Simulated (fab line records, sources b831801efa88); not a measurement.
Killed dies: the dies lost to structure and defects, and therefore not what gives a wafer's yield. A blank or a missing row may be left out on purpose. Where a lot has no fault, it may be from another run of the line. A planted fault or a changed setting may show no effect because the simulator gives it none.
Chamber matching ; flow gf180mcu ; 4 sister chambers for GF_V2_CMP_04 on cmp-01
The step polishes SiO2. 8 wafers are shown with their chamber, then 7 later ones without.

EACH WAFER AND ITS CHAMBER
wafer;chamber;motor current A (A);edge zone pressure frac
L630.4;3;12.4;1.006
L631.2;1;12.5;1.002
L631.3;3;12.4;1.003
L635.1;0;11.5;0.994
L635.2;1;12.6;1.002
L635.4;2;12.0;0.995
L639.1;2;13.4;0.998
L639.2;0;11.9;0.997

WAFERS WITH NO CHAMBER GIVEN
wafer;motor current A (A);edge zone pressure frac
L639.6;12.6;0.996
L645.1;12.6;1.006
L645.4;11.8;1.006
L645.5;12.0;0.996
L648.1;12.1;1.008
L648.2;12.0;0.999
L648.4;11.6;0.998

WHICH CHAMBER EACH WENT THROUGH
wafer;from the rows above;in truth
L639.6;can't be placed: 2 or 0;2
L645.1;can't be placed: 3 or 1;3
L645.4;can't be placed: 3 or 1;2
L645.5;can't be placed: 0 or 2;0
L648.1;can't be placed: 3 or 1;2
L648.2;can't be placed: 2 or 1 or 0 or 3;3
L648.4;can't be placed: 0 or 2 or 1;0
0 of 7 placed correctly. Not placeable from these rows: 7 (in 5, the candidates include the true chamber). Wrongly placed: 0.
How it was worked out, from the rows above alone: a wafer's distance from a chamber is the root of the sum, over the readings, of the square of ((its reading less the chamber's mean) divided by the reading's scatter). If the next closest chamber is less than 2 further off than the closest, the wafer can't be placed; otherwise it belongs to the closest. A chamber's mean is the mean of its shown wafers. The scatter: the root of (the sum of the squares of (reading less its chamber's mean) over the shown wafers, divided by (wafers less chambers)).
